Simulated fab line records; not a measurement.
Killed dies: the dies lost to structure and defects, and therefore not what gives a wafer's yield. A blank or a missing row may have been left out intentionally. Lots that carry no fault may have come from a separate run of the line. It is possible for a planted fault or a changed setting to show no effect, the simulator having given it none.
Struck lot and sound lot, side by side + flow sky130 + 23 out of 708 route steps
Sound: the wafers L835.1, L835.5, L835.6. Struck: wafer L838.3 (left out: L838.6, a lot-mate that was not struck); the cause follows at the end.
At each step with rows: each side's tool, then ch and its chambers, then its first start. Under that, the readings that differ: sound wafers + struck wafers + difference of the means + sigmas: that difference in standard deviations of wafers without a fault.
alike: same words and numbers on both sides, and readings whose means sit less than 2 such deviations apart. not compared: any withheld reading, any reading some wafer has no value for, any bound like >300 that may hide the same value, and any number with overlapping values for which the record gives no deviation.
Wherever a step has rows on one side only, a row that says differs or no value, or a row with sigmas, the two part there. When numbers do not overlap yet have no deviation, they are printed without sigmas and do not part them. Lack of a reading on every wafer of one side parts them only where that side has two or more wafers.

first, 6 steps without rows for these wafers: SKY_VT_ADJUST_LVTN_HMDS_12 (prime time 60 s); SKY_VT_ADJUST_LVTN_COAT_13 (resist thk 1140 nm); SKY_VT_ADJUST_LVTN_SOFTBAKE_14 (time 60 s); SKY_VT_ADJUST_LVTN_EXPOSE_15 (exposes mask HVN STD DERIVED, target cd 600 nm); SKY_VT_ADJUST_LVTN_PEB_16; SKY_VT_ADJUST_LVTN_DEVELOP_17 (develop time 60 s).
SKY_VT_ADJUST_LVTN_OVL_MEAS_18:
  sound: overlay-02 at day 8 23:53; struck: overlay-01 at day 9 20:33
  alike: VT_ADJUST_LVTN_01_OVL
after that, 1 step had no rows for these wafers: SKY_VT_ADJUST_LVTN_IMPLANT_19.
SKY_VT_ADJUST_LVTN_STRIP_20: strips in O2/N2.
  sound on plasma-asher-04 ch 0,1, day 9 00:05; struck on plasma-asher-03 ch 1, day 9 20:46
  alike: drypump-motor-current-A, oes-product-au, strip-time-to-endpoint-s
  not compared: rf-hours-counter-h
SKY_VT_ADJUST_LVTN_TW_MEAS_21:
  sound: film-metro-04 at day 9 00:11; struck: film-metro-01 at day 9 20:51
| reading             | sound             | struck | difference | sigmas |
|---------------------|-------------------|--------|------------|--------|
| VT_ADJUST_LVTN_2_TW | 183.7 185.9 186.0 | 189.3  | +4.1       | +3     |
then, 2 steps without rows for these wafers: SKY_VT_ADJUST_NCORE_DEHYDRATE_00 (time 60 s); SKY_VT_ADJUST_NCORE_HMDS_01 (prime time 60 s).
SKY_VT_ADJUST_NCORE_COAT_02: resist thk 1140 nm.
  sound on litho-track-01 ch 0, day 9 10:49; struck on litho-track-01 ch 0, day 10 08:01
| reading                                              | sound          | struck | difference | sigmas |
|------------------------------------------------------|----------------|--------|------------|--------|
| model.NOVOLAK_of_VT_ADJUST_NCORE_COAT_02.thk-nm (nm) | 1143 1141 1145 | 1435   | +292       |        |
then, 3 steps without rows for these wafers: SKY_VT_ADJUST_NCORE_SOFTBAKE_03 (time 60 s); SKY_VT_ADJUST_NCORE_EXPOSE_04 (exposes mask LVTN COMPLEMENT THIN, target cd 380 nm); SKY_VT_ADJUST_NCORE_PEB_05.
SKY_VT_ADJUST_NCORE_DEVELOP_06: develop time 60 s.
  sound on litho-track-01 ch 0, day 9 21:28; struck on litho-track-03 ch 0, day 10 18:32
| reading                                              | sound          | struck | difference | sigmas |
|------------------------------------------------------|----------------|--------|------------|--------|
| model.NOVOLAK_of_VT_ADJUST_NCORE_COAT_02.thk-nm (nm) | 1143 1141 1144 | 1435   | +292       |        |
SKY_VT_ADJUST_NCORE_CD_MEAS_07: the cd target is 380 nm.
  sound: cd-sem-02 at day 9 21:37; struck: cd-sem-01 at day 10 18:40
| reading    | sound             | struck | difference | sigmas |
|------------|-------------------|--------|------------|--------|
| cd-nm (nm) | 377.7 377.4 375.0 | 355.6  | -21.1      | -8     |
SKY_VT_ADJUST_NCORE_OVL_MEAS_08:
  sound: overlay-02 at day 9 21:44; struck: overlay-02 at day 10 18:46
  alike: VT_ADJUST_NCORE_OVL
after that, 1 step had no rows for these wafers: SKY_VT_ADJUST_NCORE_IMPLANT_09.
SKY_VT_ADJUST_NCORE_STRIP_10: strips in O2/N2.
  sound on plasma-asher-01 ch 0,1, day 9 21:55; struck on plasma-asher-02 ch 0, day 10 18:58
| reading                      | sound             | struck | difference | sigmas |
|------------------------------|-------------------|--------|------------|--------|
| strip-time-to-endpoint-s (s) | 14.21 14.19 14.24 | 17.54  | +3.33      | +85    |
  alike: drypump-motor-current-A, oes-product-au
  not compared: rf-hours-counter-h
SKY_VT_ADJUST_NCORE_TW_MEAS_11:
  sound: film-metro-03 at day 9 22:01; struck: film-metro-04 at day 10 19:03
  alike: VT_ADJUST_NCORE_TW
-- record jumps: 37 days separate the struck wafers' starts on either side; left off in module VT_ADJUST_NCORE, taken up again in module PAD_OPEN, whose first shown step is the route's number 708 --
SKY_PAD_OPEN_PROBE_99:
  the record has rows for the struck wafers here (prober-01, day 47 14:26) and none for the sound ones

== WHERE THEY PART ==
First at SKY_VT_ADJUST_LVTN_TW_MEAS_21; last, within this record, at SKY_PAD_OPEN_PROBE_99.

WHY: whatever the simulator had introduced
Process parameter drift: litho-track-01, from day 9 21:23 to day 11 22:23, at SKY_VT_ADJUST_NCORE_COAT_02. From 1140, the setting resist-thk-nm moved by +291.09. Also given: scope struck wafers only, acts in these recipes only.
